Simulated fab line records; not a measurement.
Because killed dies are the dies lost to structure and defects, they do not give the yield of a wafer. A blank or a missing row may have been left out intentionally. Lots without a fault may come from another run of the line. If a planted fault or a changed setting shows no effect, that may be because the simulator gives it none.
Split-lot trial | flow sfq line | route with 325 steps; 5 lots, 23 wafers read

== SPLIT DETAILS ==
At SFQ_TRILAYER_M3_LITHO_EXPOSE_076 (exposes mask M3, target cd 500 nm), the setting dose mj was moved away from the recipe's 14.4 on 10 of the 23 wafers read, by +3.4% to +6.6%. For the rest of the wafers, this setting stayed at what the recipe calls for.

== FROM THE SPLIT TO THE READING: what the file shows between them, 3 steps ==
- SFQ_TRILAYER_M3_LITHO_PEB_078: peb time 60 s
- SFQ_TRILAYER_M3_LITHO_DEVELOP_077: time 60 s
- SFQ_TRILAYER_M3_BARC_OPEN_METAL_ETCH_100: etches BARC in O2, target depth 125 nm, time 41.7 s

== THE READING ==
M3.cd nm (the simulator's own value, which no gauge read), in nm, at SFQ_TRILAYER_M3_ETCH_METAL_ETCH_078 (etches Nb in Cl2/Ar, stops on SiO2, target depth 240 nm, time 120 s). No usual value for it is given in the file. Average 500.4 nm, standard deviation 2.2 nm, over the 13 wafers here run with the recipe.

wafer  | tool, chamber at the split | dose mj as run | against the recipe | M3.cd nm, nm | against lot-mates on the recipe
L076.1 | krf scanner-01, 0          | 14.4           | recipe             | 498.2        | -
L076.2 | krf scanner-01, 0          | 14.4           | recipe             | 495.9        | -
L076.3 | krf scanner-01, 0          | 14.94          | +3.7%              | 493.1        | -4.1
L076.4 | krf scanner-01, 0          | 14.94          | +3.7%              | 490.4        | -6.8
L076.5 | krf scanner-01, 0          | 14.4           | recipe             | 497.6        | -
L077.1 | krf scanner-01, 0          | 14.89          | +3.4%              | 496.4        | -2.5
L077.2 | krf scanner-01, 0          | 14.4           | recipe             | 499.8        | -
L077.3 | krf scanner-01, 0          | 14.89          | +3.4%              | 496.1        | -2.8
L077.4 | krf scanner-01, 0          | 14.89          | +3.4%              | 493.1        | -5.8
L077.6 | krf scanner-01, 0          | 14.4           | recipe             | 498          | -
L080.1 | krf scanner-02, 0          | 14.4           | recipe             | 502.3        | -
L080.3 | krf scanner-02, 0          | 14.4           | recipe             | 502          | -
L080.6 | krf scanner-02, 0          | 14.4           | recipe             | 501.6        | -
L083.1 | krf scanner-01, 0          | 15.35          | +6.6%              | 488.9        | -12.8
L083.3 | krf scanner-01, 0          | 14.4           | recipe             | 500.8        | -
L083.4 | krf scanner-01, 0          | 15.35          | +6.6%              | 492.8        | -8.9
L083.5 | krf scanner-01, 0          | 14.4           | recipe             | 502.6        | -
L083.6 | krf scanner-01, 0          | 14.4           | recipe             | 501.7        | -
L084.1 | krf scanner-02, 0          | 15.22          | +5.7%              | 495.6        | -6.7
L084.2 | krf scanner-02, 0          | 14.4           | recipe             | 502.8        | -
L084.4 | krf scanner-02, 0          | 15.22          | +5.7%              | 492.7        | -9.6
L084.5 | krf scanner-02, 0          | 15.22          | +5.7%              | 493          | -9.3
L084.6 | krf scanner-02, 0          | 14.4           | recipe             | 501.8        | -

THE FIT
A straight line over all 23 wafers: M3.cd nm changes by -1.41 nm for each +1% of dose mj; r = -0.85; the points scatter about the line by 2.3 nm.
The same after taking each lot's own level away (the mean of its wafers on the recipe; 23 wafers): -1.52 nm for each +1%; r = -0.95; scatter 1.3 nm.
According to that fit, moving dose mj by its largest amount changes the reading by 10 nm.
From 497.23 to 502.30 nm: that is the span of the lots' own levels, equal to 2.3 times the standard deviation above.
So the lot-to-lot level changes the slope little: the two slopes agree.
Check: for one of the wafers moved furthest among these (+6.6%), held out of the fit, the line's prediction against its lot-mates is -9.21 nm. It came out at -12.8 nm against them.

== OTHER SPLITS ON THESE WAFERS ==
These wafers also went through other splits before the reading. Each is held against what the fit with the lots' levels taken away leaves over:
other split on the same wafers                  | wafers away from the commonest value | r with M3.cd nm (lot level and that fit taken away)
SFQ_TRILAYER_M2_LITHO_COAT_062 resist thk nm    | 10                                   | +0.00
SFQ_TRILAYER_M2_BARC_OPEN_METAL_ETCH_077 time s | 8                                    | +0.08
SFQ_TRILAYER_I2_VIA_LITHO_EXPOSE_068 dose mj    | 7                                    | +0.22
SFQ_TRILAYER_M3_LITHO_COAT_075 resist thk nm    | 8                                    | +0.29

== THE WHOLE CHAIN: every reading that the file lists as answering this split, in the file's order ==
step                                     | what it does                                                        | reading                                                   | change (the file's fit)              | r (the file's)
SFQ_TRILAYER_M3_BARC_OPEN_METAL_ETCH_100 | etches BARC in O2, target depth 125 nm, time 41.7 s                 | M3.cd nm (the simulator's own value, which no gauge read) | -1.59 nm for each +1% of the setting | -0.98
SFQ_TRILAYER_M3_ETCH_METAL_ETCH_078      | etches Nb in Cl2/Ar, stops on SiO2, target depth 240 nm, time 120 s | M3.cd nm (the simulator's own value, which no gauge read) | -1.51 nm for each +1% of the setting | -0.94

== THE FILE'S OWN FIT ==
M3.cd nm changes by -1.51 nm for each +1% of dose mj, r = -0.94.
